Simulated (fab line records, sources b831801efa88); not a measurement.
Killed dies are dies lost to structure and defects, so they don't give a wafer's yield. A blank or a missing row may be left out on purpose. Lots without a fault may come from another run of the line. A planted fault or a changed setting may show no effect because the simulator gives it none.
A struck lot beside a sound one | flow sfq_line | 42 steps out of a route of 325
Sound: wafers L905.2, L905.3, L905.6. Struck: wafer L919.3. (L919.1, L919.4 of the same lot were not struck and are left out.) The cause comes at the end.
At each step with rows: each side's tool, then ch and its chambers, then its first start. Under that, the readings that differ: sound wafers | struck wafers | difference of the means | sigmas: that difference in standard deviations of wafers without a fault.
alike: readings whose means differ by less than 2 such deviations, and words and numbers that are the same on both sides. not compared: withheld readings, readings that some wafer has no value for, bounds like >300 that may hide the same value, and numbers for which the record gives no deviation and whose values overlap.
The two part at a step that has a row with sigmas, a row that says differs or no value, or rows on one side only. Numbers that don't overlap but have no deviation are shown without sigmas and don't part them. A reading that every wafer of one side lacks parts them only if that side has two wafers or more.

first, 6 steps without rows for these wafers: SFQ_TRILAYER_L0_VIA_LITHO_COAT_018 (resist thk 62 nm); SFQ_TRILAYER_L0_VIA_LITHO_COAT_013 (resist thk 650 nm); SFQ_TRILAYER_L0_VIA_LITHO_SOFTBAKE_017; SFQ_TRILAYER_L0_VIA_LITHO_EXPOSE_014 (exposes mask L0V, target cd 700 nm); SFQ_TRILAYER_L0_VIA_LITHO_PEB_016 (peb time 60 s); SFQ_TRILAYER_L0_VIA_LITHO_DEVELOP_015 (time 60 s).
SFQ_L0V_OVL_MEAS_903:
  sound on overlay-01, day 8 03:35; struck on overlay-01, day 11 15:07
  alike: L0V_OVL
then, 2 steps without rows for these wafers: SFQ_TRILAYER_L0_VIA_BARC_OPEN_VIA_ETCH_021 (etches BARC in O2, target depth 125 nm, time 41.7 s); SFQ_TRILAYER_L0_VIA_ETCH_VIA_ETCH_016 (etches SiO2 in CHF3, stops on MoNx KI, target depth 80 nm).
SFQ_TRILAYER_L0_VIA_STRIP_STRIP_017: strips in O2.
  sound on rie_metal-04 ch 0,1, day 8 03:43; struck on rie_metal-04 ch 1, day 11 15:14
  reading                        | sound             | struck | difference | sigmas
  chamber_pressure_mTorr (mTorr) | 49.93 49.99 49.85 | 50.03  | +0.11      | +2
  alike: drypump_motor_current_A, oes_product_au, platen_temp_c
  not compared: rf_hours_counter_h
then, 2 steps without rows for these wafers: SFQ_TRILAYER_L0_VIA_STRIP_SOLV_CLEAN_018 (cleans in NMP, time 600 s); SFQ_TRILAYER_M0_DEP_PRE_CLEAN_020 (time 15 s).
SFQ_TRILAYER_M0_DEP_SPUTTER_019: material Nb, target thk 200 nm, time 133.3 s.
  sound on pvd_sputter-05, day 8 04:31; struck on pvd_sputter-06, day 11 16:12
  reading                                             | sound             | struck | difference | sigmas
  model.Nb_of_TRILAYER_M0_DEP_SPUTTER_019.thk_nm (nm) | 199.7 198.2 198.6 | 78.7   | -120.1     |
  alike: throttle_valve_pct
SFQ_M0_RS_MEAS_904: measures by four-point-probe.
  sound on film_metro-03, day 8 04:37; struck on film_metro-03, day 11 16:17
  reading           | sound             | struck | difference | sigmas
  M0_NB_RS (ohm/sq) | 0.890 0.899 0.898 | 2.304  | +1.408     | +99 or more
then, 6 steps without rows for these wafers: SFQ_TRILAYER_M0_LITHO_COAT_026 (resist thk 62 nm); SFQ_TRILAYER_M0_LITHO_COAT_021 (resist thk 600 nm); SFQ_TRILAYER_M0_LITHO_SOFTBAKE_025; SFQ_TRILAYER_M0_LITHO_EXPOSE_022 (exposes mask M0, target cd 500 nm); SFQ_TRILAYER_M0_LITHO_PEB_024 (peb time 60 s); SFQ_TRILAYER_M0_LITHO_DEVELOP_023 (time 60 s).
SFQ_M0_OVL_MEAS_906:
  sound on overlay-01, day 8 17:40; struck on overlay-01, day 11 18:56
  alike: M0_OVL
then, 1 step without rows for these wafers: SFQ_TRILAYER_M0_BARC_OPEN_METAL_ETCH_031 (etches BARC in O2, target depth 125 nm, time 41.7 s).
SFQ_TRILAYER_M0_ETCH_METAL_ETCH_024: etches Nb in Cl2/Ar, stops on SiO2, target depth 240 nm, time 120 s.
  sound on rie_metal-03 ch 1, day 8 17:45; struck on rie_metal-04 ch 0, day 11 19:05
  reading                     | sound             | struck | difference | sigmas
  drypump_motor_current_A (A) | 5.0 5.0 5.0       | 6.2    | +1.2       | +3
  oes_product_au (a.u.)       | 0.904 0.886 0.890 | 0.590  | -0.303     | -44
  alike: chamber_pressure_mTorr
  not compared: rf_hours_counter_h
then, 2 steps without rows for these wafers: SFQ_TRILAYER_M0_STRIP_STRIP_025 (strips in O2); SFQ_TRILAYER_M0_STRIP_SOLV_CLEAN_026 (cleans in NMP, time 600 s).
SFQ_TRILAYER_I0_DEP_PECVD_027: deposits SiO2 from SiH4/N2O, time 111.11 s, target thk 500 nm.
  sound on pecvd-03 ch 1,2, day 8 18:39; struck on pecvd-01 ch 0, day 11 20:43
  reading            | sound    | struck | difference | sigmas
  heater_power_w (W) | 74 84 78 | 115    | +36        | +3
  alike: throttle_valve_pct
SFQ_TRILAYER_I0_CMP_CMP_028: polishes SiO2.
  sound on cmp-01 ch 1,3, day 9 01:57; struck on cmp-02 ch 0, day 11 21:14
  reading          | sound             | struck | difference | sigmas
  platen_rpm (rpm) | 60.04 60.03 60.10 | 59.96  | -0.10      | -3
  alike: motor_current_A, time_to_endpoint_s
SFQ_I0_BOW_MEAS_907:
  sound on film_metro-04, day 9 04:58; struck on film_metro-04, day 12 00:14
  alike: I0_BOW
then, 7 steps without rows for these wafers: SFQ_TRILAYER_I0_METRO_MEASURE_029; SFQ_TRILAYER_I0_VIA_LITHO_COAT_036 (resist thk 62 nm); SFQ_TRILAYER_I0_VIA_LITHO_COAT_031 (resist thk 650 nm); SFQ_TRILAYER_I0_VIA_LITHO_SOFTBAKE_035; SFQ_TRILAYER_I0_VIA_LITHO_EXPOSE_032 (exposes mask I0, target cd 500 nm); SFQ_TRILAYER_I0_VIA_LITHO_PEB_034 (peb time 60 s); SFQ_TRILAYER_I0_VIA_LITHO_DEVELOP_033 (time 60 s).
-- the record jumps here: 4 days lie between the struck wafers' starts before and after --
SFQ_I0_OVL_MEAS_908:
  sound on overlay-02, day 13 01:44; struck on overlay-01, day 16 11:46
  alike: I0_OVL
then, 1 step without rows for these wafers: SFQ_TRILAYER_I0_VIA_BARC_OPEN_VIA_ETCH_046 (etches BARC in O2, target depth 125 nm, time 41.7 s).
SFQ_TRILAYER_I0_VIA_ETCH_VIA_ETCH_034: etches SiO2 in CHF3, stops on Nb, target depth 260 nm.
  sound on rie_diel-03 ch 1,3, day 13 01:49; struck on rie_diel-03 ch 2, day 16 11:50
  alike: chamber_pressure_mTorr, drypump_motor_current_A, oes_product_au
SFQ_TRILAYER_I0_VIA_STRIP_STRIP_035: strips in O2.
  sound on rie_metal-03 ch 0,1, day 13 01:55; struck on rie_metal-03 ch 1, day 16 11:57
  alike: chamber_pressure_mTorr, drypump_motor_current_A, oes_product_au, platen_temp_c
  not compared: rf_hours_counter_h
then, 2 steps without rows for these wafers: SFQ_TRILAYER_I0_VIA_STRIP_SOLV_CLEAN_036 (cleans in NMP, time 600 s); SFQ_TRILAYER_M1_DEP_PRE_CLEAN_038 (time 22.5 s).
-- the record jumps here: 65 days lie between the struck wafers' starts before and after --
SFQ_M8_BOW_MEAS_951:
  sound on film_metro-01, day 72 02:17; struck on film_metro-01, day 81 13:05
  reading                  | sound                | struck | difference | sigmas
  model.etest.m0.ohm_um    | 1.768 1.788 1.78     | 4.506  | +2.727     |
  model.etest.l0v.link_ohm | 44.62 44.66 44.41    | 45.86  | +1.30      |
  model.etest.i0.link_ohm  | 1.939 1.946 1.941    | 3.33   | +1.39      |
  model.etest.m0.ohm_sq    | 0.8915 0.8983 0.8962 | 2.262  | +1.367     |
  alike: M8_BOW

WHERE THEY PART
First at SFQ_TRILAYER_L0_VIA_STRIP_STRIP_017; last, within this record, at SFQ_TRILAYER_I0_CMP_CMP_028. Later steps at which nothing parts them and some readings are alike: SFQ_I0_BOW_MEAS_907, SFQ_I0_OVL_MEAS_908, SFQ_TRILAYER_I0_VIA_ETCH_VIA_ETCH_034, SFQ_TRILAYER_I0_VIA_STRIP_STRIP_035, SFQ_M8_BOW_MEAS_951.

WHY: what the simulator had put in
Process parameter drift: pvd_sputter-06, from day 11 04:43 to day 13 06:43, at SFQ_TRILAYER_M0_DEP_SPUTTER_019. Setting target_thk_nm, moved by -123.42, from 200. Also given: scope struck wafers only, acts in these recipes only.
